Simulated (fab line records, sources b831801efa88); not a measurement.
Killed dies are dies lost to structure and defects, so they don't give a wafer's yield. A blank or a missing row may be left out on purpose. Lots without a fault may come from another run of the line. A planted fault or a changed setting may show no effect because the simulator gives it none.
fab line records | flow sky130
record lots=11 wafers=33 last_day=50
route steps=708 shown POLY_GATE@217 CAP2M@616 METAL4@630 VIA4@660 PAD_OPEN@708
lots that met no fault: from a run of the same line without faults
start_h: hours from the record's first day to the start of the lot's first wafer shown | wait_h: hours since the lot's step before | " the same as in the row above | L1.1+2: a row that stands for several wafers | - no value, or no start given | * or withheld: withheld | < > ~ a bound
route shown NAME@n: a module of which the file shows steps, and the number in the route of the first | usual: mean/standard deviation of fault-free wafers | same: alike in all rows | chamber/n: place in a boat | sites: the reading at each site | _std_site: their standard deviation | _edge_site: outer sites' mean less inner sites' | radius_mm: how far each site lies from the wafer's centre | mask NAME#n: copy n | behind: the tool/chamber that last shaped the wafer | hold: why the lot was held/for how many hours/how that ended | device: the transistor (n, p or np) that didn't switch | end of line: the same wafers' tests at the end of the route | a step without rows: its recipe alone | killed: dies lost to structure and defects at the first sort, not the wafer's yield | map: a wafer's dies, x killed, . not, _ none there
set.NAME: the setting as run; set.NAME@STEP: as run at that earlier step | model.NAME: the simulator's own value behind a step, which no gauge read
steps of the route over a sample of lots; a table a step, a row a wafer
services: from which hour (start_h, from the record's first day; less than 0 if before it) a tool's chamber was out of use, for how many hours, and why
## steps
# step SKY_POLY_GATE_CVD_03
# recipe material=Si3N4 precursor=DCS/NH3 target_thk_nm=75 temp_c=770 time_s=1290 pressure_mtorr=250
# usual spike_tc_bottom_C=788.9/1.4 zone_power_bottom_pct=19.73/0.25 zone_power_lower_pct=12.4/0.77
# columns lot.wafer tool chamber start_h wait_h spike_tc_bottom_C zone_power_bottom_pct zone_power_lower_pct
L737.1 lpcvd-02 1 336.65 0.0 790.2 19.83 12.0
L737.4 " 1 " " 790.2 19.90 12.1
L737.5 " 1 " " 790.3 19.60 12.0
L738.3 lpcvd-02 1 342.67 0.0 791.6 19.88 11.9
L738.4 " 1 " " 789.9 19.90 11.7
L738.6 " 1 " " 789.9 20.09 12.0
L739.1 lpcvd-02 1 355.16 0.4 788.8 19.75 12.0
L739.5 " 1 " " 790.0 19.61 12.1
L739.6 " 1 " " 790.6 20.05 12.1
L740.2 lpcvd-02 1 363.78 1.8 789.6 19.50 12.1
L740.3 " 1 " " 790.1 20.11 12.0
L740.4 " 1 " " 789.7 19.89 11.8
L741.2 lpcvd-02 0 366.19 1.4 788.4 19.36 13.6
L741.3 " 0 " " 787.2 19.38 13.6
L741.5 " 0 " " 785.5 19.36 13.6
L748.3 lpcvd-02 1 441.73 1.0 788.9 19.96 11.8
L748.5 " 1 " " 790.1 20.14 11.9
L748.6 " 1 " " 790.4 19.94 12.2
L749.1 lpcvd-02 1 449.95 0.0 791.1 19.75 12.0
L749.2 " 1 " " 788.9 19.75 11.9
L749.4 " 1 " " 791.6 20.20 11.9
L750.4 lpcvd-02 1 455.37 0.0 790.0 19.63 11.9
L750.5 " 1 " " 788.6 19.96 11.9
L750.6 " 1 " " 789.1 19.63 12.0
L758.1 lpcvd-02 1 521.92 0.0 790.9 20.01 11.9
L758.3 " 1 " " 788.6 19.83 11.8
L758.5 " 1 " " 788.8 19.69 11.9
L759.2 lpcvd-02 1 526.37 0.0 790.2 19.92 12.0
L759.3 " 1 " " 791.4 19.85 12.0
L759.6 " 1 " " 788.0 19.77 12.0
L760.2 lpcvd-02 0 537.73 0.0 787.4 19.75 13.6
L760.3 " 0 " " 788.6 19.67 13.6
L760.5 " 0 " " 786.5 19.35 13.6
# step SKY_CAP2M_METAL_ETCH_13
# recipe target_depth_nm=220 stop_on=SiO2 chemistry=Cl2/BCl3 target=TiN pressure_mtorr=10 icp_w=900 bias_w=48.5 Cl2_flow_sccm=60 bcl3_flow_sccm=30 time_s=62.9
# usual drypump_motor_current_A=5.86/0.29 oes_product_au=0.945/0.0072 throttle_valve_pct=21.899/0.0083
# columns lot.wafer tool chamber start_h wait_h drypump_motor_current_A oes_product_au rf_hours_counter_h throttle_valve_pct
L737.1 rie_metal-01 1 952.26 0.0 6.14 0.946 15 21.908
L737.4 " 1 " " 6.13 0.943 - 21.920
L737.5 " 1 " " 6.14 0.938 - 21.894
L738.3 rie_metal-02 0 952.62 0.0 5.62 0.949 - 21.907
L738.4 " 1 " " 5.84 0.960 - 21.901
L738.6 " 1 " " 5.86 0.945 - 21.906
L739.1 rie_metal-01 0 965.65 0.0 5.46 0.928 17 21.915
L739.5 " 0 " " 5.45 0.944 - 21.899
L739.6 " 1 " " 6.14 0.941 - 21.885
L740.2 rie_metal-04 0 971.75 0.0 5.97 0.946 9 21.896
L740.3 " 0 " " 5.97 0.950 - 21.902
L740.4 " 1 " " 6.17 0.934 - 21.902
L741.2 rie_metal-01 0 973.85 0.0 5.47 0.949 18 21.904
L741.3 " 0 " " 5.45 0.952 - 21.906
L741.5 " 0 " " 5.42 0.952 - 21.892
L748.3 rie_metal-01 1 1035.12 0.0 6.15 0.945 - 21.887
L748.5 " 1 " " 6.16 0.942 - 21.903
L748.6 " 0 " " 5.47 0.946 - 21.898
L749.1 rie_metal-01 1 1042.50 0.0 6.14 0.942 20 21.897
L749.2 " 0 " " 5.50 0.950 22 21.903
L749.4 " 1 " " 6.15 0.939 - 21.911
L750.4 rie_metal-02 1 1042.87 0.0 5.86 0.939 - 21.899
L750.5 " 1 " " 5.83 0.943 - 21.892
L750.6 " 0 " " 5.59 0.945 - 21.905
L758.1 rie_metal-04 1 1090.44 0.0 6.18 0.952 21 21.906
L758.3 " 0 " " 5.95 0.945 - 21.899
L758.5 " 1 " " 6.20 0.956 - 21.891
L759.2 rie_metal-01 0 1092.94 0.0 5.45 0.954 1 21.891
L759.3 " 1 " " 6.18 0.939 - 21.915
L759.6 " 1 " " 6.18 0.940 - 21.899
L760.2 rie_metal-01 1 1104.89 0.0 6.18 0.943 25 21.894
L760.3 " 0 " " 5.45 0.933 - 21.896
L760.5 " 1 " " 6.17 0.954 - 21.903
# step SKY_METAL4_OVL_MEAS_14
# usual METAL4_OVL=-5/4.7
# columns lot.wafer tool chamber start_h wait_h METAL4_OVL[nm]
L737.1 overlay-01 - 976.21 0.1 1
L737.4 " - " " -2
L737.5 " - " " 1
L738.3 overlay-02 - 977.29 0.1 -6
L738.4 " - " " -1
L738.6 " - " " -5
L739.1 overlay-01 - 989.23 0.1 -14
L739.5 " - " " -11
L739.6 " - " " -10
L740.2 overlay-02 - 995.73 0.1 -2
L740.3 " - " " 6
L740.4 " - " " 1
L741.2 overlay-01 - 998.26 0.1 -6
L741.3 " - " " -9
L741.5 " - " " -7
L748.3 overlay-01 - 1058.04 0.1 -4
L748.5 " - " " 0
L748.6 " - " " -9
L749.1 overlay-02 - 1065.48 0.1 1
L749.2 " - " " 1
L749.4 " - " " -7
L750.4 overlay-01 - 1065.85 0.1 -9
L750.5 " - " " -7
L750.6 " - " " -5
L758.1 overlay-02 - 1110.63 0.1 -4
L758.3 " - " " 1
L758.5 " - " " -6
L759.2 overlay-01 - 1113.88 0.1 -6
L759.3 " - " " -3
L759.6 " - " " -8
L760.2 overlay-02 - 1125.81 0.1 -9
L760.3 " - " " 1
L760.5 " - " " 2
# step SKY_VIA4_CMP_21
# recipe stop_on=SiO2 t_overpolish_s=25 down_force_psi=3.5 platen_rpm=60 target_thk_nm=0 pad_velocity_m_s=0.94248
# usual motor_current_A=10.9/1.3 overpolish_run_s=25.000/0.011 time_to_endpoint_s=124/4.3
# same t_overpolish_s=25
# columns lot.wafer tool chamber start_h wait_h motor_current_A overpolish_run_s time_to_endpoint_s
L737.1 cmp-01 0 1001.01 0.1 10.7 25.015 124
L737.4 " 1 " " 10.1 24.996 121
L737.5 " 1 " " 10.3 24.986 119
L738.4 cmp-01 3 1003.10 0.1 11.3 25.000 110
L738.3 " 1 " " 10.1 24.993 121
L738.6 " 2 " " 13.6 25.000 118
L739.1 cmp-01 0 1014.75 0.1 10.4 24.998 126
L739.6 " 3 " " 11.3 24.999 120
L739.5 " 0 " " 10.3 24.998 124
L740.3 cmp-01 3 1021.83 0.1 11.5 24.996 117
L740.2 " 0 " " 10.4 24.998 124
L740.4 " 1 " " 10.1 25.001 120
L741.2 cmp-01 0 1023.46 0.0 10.6 24.991 123
L741.3 " 1 " " 10.0 24.995 118
L741.5 " 0 " " 10.4 25.006 122
L748.3 cmp-01 0 1081.85 0.1 10.3 24.994 123
L748.6 " 3 " " 11.5 24.998 120
L748.5 " 0 " " 9.5 25.002 124
L749.4 cmp-02 2 1088.45 0.0 10.3 25.006 134
L749.1 " 3 " " 9.6 25.011 135
L749.2 " 1 " " 12.3 25.005 131
L750.4 cmp-02 2 1090.03 0.0 10.6 25.002 121
L750.6 " 2 " " 10.8 25.010 118
L750.5 " 3 " " 8.7 25.017 118
L758.3 cmp-01 1 1133.16 0.0 10.0 25.006 122
L758.1 " 3 " " 11.3 24.994 118
L758.5 " 1 " " 9.7 24.992 121
L759.3 cmp-01 2 1136.70 0.1 13.2 25.014 121
L759.2 " 0 " " 10.2 25.008 125
L759.6 " 1 " " 9.9 24.999 124
L760.2 cmp-01 2 1147.56 0.1 14.0 25.001 122
L760.3 " 3 " " 10.4 25.030 123
L760.5 " 2 " " 13.6 24.981 125
# step SKY_PAD_OPEN_PROBE_99
# usual killed_at_M0_to_M3=42/6.9 killed_at_M4_up=3.2/1.7 killed_at_contacts=23/5.5 killed_at_front_end=16/4 killed_at_other=0.4/0.55 killed_dies=85/9.2 killed_open=46/6.8 killed_short=38/6.2
# same gross_dies=492 killed_at_back_side=0
# columns lot.wafer tool chamber start_h wait_h killed_at_M0_to_M3 killed_at_M4_up killed_at_contacts killed_at_front_end killed_at_other killed_dies killed_open killed_short
L748.3 prober-01 - 1144.66 0.2 46 4 24 43 0 117 47 40
L748.5 prober-01 - 1144.76 0.2 35 4 18 45 0 102 34 33
L748.6 prober-01 - 1144.81 0.2 42 1 13 48 0 104 47 27
L749.1 prober-02 - 1151.43 0.1 30 2 18 57 1 108 28 44
L749.2 prober-02 - 1151.48 0.1 29 4 23 54 0 110 43 33
L749.4 prober-02 - 1151.58 0.2 35 3 34 52 0 124 45 48
L750.4 prober-01 - 1152.51 0.2 35 5 18 43 0 101 39 35
L750.5 prober-01 - 1152.56 0.2 27 2 25 48 1 103 38 30
L750.6 prober-01 - 1152.61 0.2 44 6 26 42 0 118 50 35
# killed by level:class
L748.3 POLY_GATE:unspecified=30 VIA1:geometric_particle:open=10 VIA2:geometric_particle:open=9 CONTACT:geometric_particle:open=7 METAL2:geometric_particle:short=7 LI_CONTACT:geometric_particle:open=6 VIA1:geometric_particle:short=6 LI_CONTACT:geometric_particle:short=4
L748.5 POLY_GATE:unspecified=35 VIA1:geometric_particle:open=7 VIA3:geometric_particle:open=7 VIA3:geometric_particle:short=5 CONTACT:geometric_particle:open=5 METAL1:geometric_particle:short=5 METAL2:geometric_particle:short=4 CONTACT:geometric_particle:short=4
L748.6 POLY_GATE:unspecified=30 VIA1:geometric_particle:open=12 VIA1:geometric_particle:short=6 VIA2:geometric_particle:open=6 VIA3:geometric_particle:open=6 FIELD_ISO:geometric_particle:open=5 CONTACT:geometric_particle:open=5 POLY_GATE:geometric_particle:open=4
L749.1 POLY_GATE:unspecified=36 VIA1:geometric_particle:short=6 POLY_GATE:geometric_particle:open=5 POLY_GATE:geometric_particle:short=5 VIA2:geometric_particle:short=5 VIA3:geometric_particle:open=5 CONTACT:geometric_particle:open=4 LOCAL_INTERCONNECT:geometric_particle:short=4
L749.2 POLY_GATE:unspecified=34 CONTACT:geometric_particle:open=10 VIA1:geometric_particle:open=9 LI_CONTACT:geometric_particle:open=6 FIELD_ISO:geometric_particle:short=5 VIA1:geometric_particle:short=5 VIA2:geometric_particle:open=5 POLY_GATE:geometric_particle:short=4
L749.4 POLY_GATE:unspecified=31 CONTACT:geometric_particle:open=10 FIELD_ISO:geometric_particle:short=9 VIA1:geometric_particle:open=9 LI_CONTACT:geometric_particle:open=8 POLY_GATE:geometric_particle:short=7 LI_CONTACT:geometric_particle:short=7 METAL1:geometric_particle:short=7
L750.4 POLY_GATE:unspecified=27 VIA3:geometric_particle:open=12 VIA1:geometric_particle:open=7 POLY_GATE:geometric_particle:short=6 CONTACT:geometric_particle:open=5 VIA2:geometric_particle:open=5 CONTACT:geometric_particle:short=4 POLY_GATE:geometric_particle:open=4
L750.5 POLY_GATE:unspecified=34 LI_CONTACT:geometric_particle:open=10 VIA3:geometric_particle:open=7 CONTACT:geometric_particle:open=6 VIA1:geometric_particle:short=5 FIELD_ISO:geometric_particle:short=4 FIELD_ISO:geometric_particle:open=3 CONTACT:geometric_particle:short=3
L750.6 POLY_GATE:unspecified=33 VIA1:geometric_particle:open=11 CONTACT:geometric_particle:open=8 CONTACT:geometric_particle:short=6 VIA2:geometric_particle:open=6 VIA3:geometric_particle:open=6 LI_CONTACT:geometric_particle:open=5 METAL2:geometric_particle:short=5
## services
# columns tool chamber start_h hours kind
cmp-01 - 327.48 0.4 repair
cmp-01 - 338.67 6.6 pm
cmp-01 - 425.43 0.6 repair
cmp-01 - 428.93 3.3 repair
cmp-01 - 547.10 4.0 repair
cmp-01 - 572.28 4.0 pm
cmp-01 - 578.45 0.3 repair
cmp-01 - 585.06 24.3 pm
cmp-01 - 619.33 1.4 repair
cmp-01 - 632.16 3.5 repair
cmp-01 - 643.23 5.6 repair
cmp-01 - 648.78 6.0 pm
cmp-01 - 654.86 1.5 repair
lpcvd-02 - 666.24 2.4 repair
lpcvd-02 - 713.93 6.1 pm
lpcvd-02 - 722.61 0.8 pm
lpcvd-02 - 737.20 2.8 pm
lpcvd-02 - 846.64 6.0 pm
cmp-01 - 883.16 2.1 repair
cmp-01 - 900.75 5.7 repair
cmp-01 - 912.45 4.0 pm
lpcvd-02 - 1023.11 14.6 pm
lpcvd-02 - 1042.50 0.9 repair
lpcvd-02 - 1130.94 21.4 repair
## key
first_sign step=SKY_PAD_OPEN_PROBE_99 reading=killed_at_front_end direction=up sigmas=8 usual=16 struck=48
effect step=SKY_PAD_OPEN_PROBE_99 reading=killed_dies direction=up sigmas=2.7 usual=85 struck=110
met_at SKY_POLY_GATE_CVD_03
struck_lots L748,L749,L750
tester_left_out L748,L749,L750
not_acting_at SKY_CAP2M_METAL_ETCH_13,SKY_METAL4_OVL_MEAS_14,SKY_VIA4_CMP_21
onset_between 366.19 441.73
fault kind=chamber_particle_source tool=lpcvd-02 chamber=- onset_h=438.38 steps=SKY_POLY_GATE_CVD_03 rate_per_visit_cm2=0.54051 end_h=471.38
# tester_left_out: of these lots the tester's yield and bins aren't shown, on N5 and GAA mostly nor the transistor test; their killed dies are dies lost to structure and defects alone, not to doping, threshold or leakage, so they don't give the yield
